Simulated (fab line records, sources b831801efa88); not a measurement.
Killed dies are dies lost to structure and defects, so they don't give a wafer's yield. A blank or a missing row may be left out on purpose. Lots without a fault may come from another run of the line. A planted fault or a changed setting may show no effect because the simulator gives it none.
Chamber matching | flow sky130 | SKY_VIA2_CMP_24 on cmp-02: 4 sister chambers
The step polishes, stops on SiO2, t overpolish 20 s, target thk 0 nm. 4 wafers are shown with their chamber, then 12 later ones without.

WAFERS WITH THEIR CHAMBER
wafer  | chamber | motor_current_A (A)
L090.5 | 1       | 10.6
L091.5 | 0       | 10.2
L092.3 | 2       | 11.4
L092.6 | 3       | 11.1

WAFERS WITHOUT THEIR CHAMBER
wafer  | motor_current_A (A)
L093.1 | 10.1
L093.4 | 10.6
L093.5 | 9.6
L095.2 | 11.1
L095.4 | 10.7
L095.5 | 9.8
L094.1 | 11.2
L094.3 | 9.8
L094.4 | 9.9
L097.1 | 10.6
L097.2 | 11.4
L097.3 | 10.0

WHICH CHAMBER EACH WENT THROUGH
wafer  | from the rows above          | in truth
L093.1 | can't be placed: 0 or 1      | 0
L093.4 | can't be placed: 1 or 0 or 3 | 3
L093.5 | can't be placed: 0 or 1      | 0
L095.2 | can't be placed: 3 or 2 or 1 | 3
L095.4 | can't be placed: 1 or 3 or 0 | 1
L095.5 | can't be placed: 0 or 1      | 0
L094.1 | can't be placed: 3 or 2 or 1 | 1
L094.3 | can't be placed: 0 or 1      | 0
L094.4 | can't be placed: 0 or 1      | 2
L097.1 | can't be placed: 1 or 0 or 3 | 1
L097.2 | can't be placed: 2 or 3      | 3
L097.3 | can't be placed: 0 or 1      | 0
Placed correctly: 0 of 12. Can't be placed from these rows: 12 (the true chamber is among the candidates in 11). Placed wrongly: 0.
How it was worked out, from the rows above alone: a wafer's distance from a chamber is the root of the sum, over the readings, of the square of ((its reading less the chamber's mean) divided by the reading's scatter). The wafer belongs to the nearest chamber; if the next one is less than 2 further off, it can't be placed. A chamber's mean is the mean of its shown wafers. The scatter: with one shown wafer a chamber, the root of the mean of the squares of how far each hidden wafer lies from its nearest shown one.
